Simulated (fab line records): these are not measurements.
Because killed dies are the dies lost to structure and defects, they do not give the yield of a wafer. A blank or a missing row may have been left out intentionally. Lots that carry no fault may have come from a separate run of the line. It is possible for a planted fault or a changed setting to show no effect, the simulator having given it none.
One fault through the eyes of 2 desks -- flow gf180mcu -- only its own numbers are on each desk; what lay behind them is given at the end

## FROM THE METROLOGY DESK
Means of the sampled wafers that have a number, per lot and without regard to the tool the lot ran on: this is what the gauges read. The brackets show how far a lot's mean lies from the usual mean; more than 4 standard deviations puts the lot out of limits, marked OUT.
Columns: A = NWELL_OVL at GF_NWELL_OVL_MEAS_07, usual -0.3 nm; B = NWELL_TW at GF_NWELL_TW_MEAS_11, usual 1590; C = LVPWELL_OVL at GF_LVPWELL_OVL_MEAS_07, usual 1.5 nm
lot,first seen here,A,B,C
L987,day 3 06:03,-0.3,1594,-0.0
L989,day 3 17:57,1.1,1605,1.5
L990,day 3 23:01,0.3,1599,1.4
L991,day 4 04:46,0.7,1603,1.6
L995,day 5 02:19,-0.7,1598,3.4
L998,day 5 18:28,-0.1,1594,-1.4
L999,day 6 00:24,-1.5,1586,3.1
L101,day 6 13:40,-0.6,1582,-2.7
L102,day 6 17:16,1.2,1590,0.1
L103,day 6 23:13,-1.8,1603,1.5
L105,day 7 10:40,0.1,1598,2.9
L106,day 7 15:04,-0.9,1578,0.3
L107,day 7 20:21,0.5,1570,3.6
L109,day 8 07:13,-0.5,1588,2.4
This desk found nothing out of limits on any of the 14 lots.

## TOOL OWNER'S DESK, implanter-03
For each lot that ran on this tool, the mean over its sampled wafers that have a number, from the tool's own readings at GF_DNWELL_IMPLANT_07. The brackets show how far a lot's mean lies from the usual mean; more than 4 standard deviations puts the lot out of limits, marked OUT.
Columns: A = beam-on-s at GF_DNWELL_IMPLANT_07, usual 10.00 s; B = end-station-pressure-torr at GF_DNWELL_IMPLANT_07, usual 5.01e-06 Torr; C = faraday-current-uA at GF_DNWELL_IMPLANT_07, usual 56.4
lot,first seen here,A,B,C
L989,day 3 04:15,9.97,4.90e-06,56.4
L995,day 4 12:14,9.95,5.00e-06,56.6
L998,day 5 04:33,11.30 (+6.5) OUT,7.88e-05 (+99 or more) OUT,49.0 (-6.7) OUT
L999,day 5 10:24,11.63 (+8.1) OUT,7.65e-05 (+99 or more) OUT,47.6 (-8.0) OUT
This desk's verdict: out of limits on L998, L999, starting with L998 at day 5 04:33 (beam-on-s at GF_DNWELL_IMPLANT_07). L989, L995: within limits.

## TAKEN TOGETHER
At day 5 04:33, on L998, L999, the tool owner's desk was in a position to raise an alarm.
From the metrology desk's view, nothing was out of limits.
The metrology desk has L998, L999 on record, within its limits.
All the named lots went through GF_DNWELL_IMPLANT_07 on implanter-03.

## WHAT HAD BEEN PUT IN BY THE SIMULATOR
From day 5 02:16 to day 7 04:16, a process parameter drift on implanter-03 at GF_DNWELL_IMPLANT_07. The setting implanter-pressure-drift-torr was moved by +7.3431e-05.
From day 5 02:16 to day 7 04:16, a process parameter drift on implanter-03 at GF_DNWELL_IMPLANT_07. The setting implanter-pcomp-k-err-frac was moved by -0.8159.
Shown lots that were struck: L998, L999.
Each desk's first reading out of limits, in hours after the fault started: the tool owner's desk, 2.
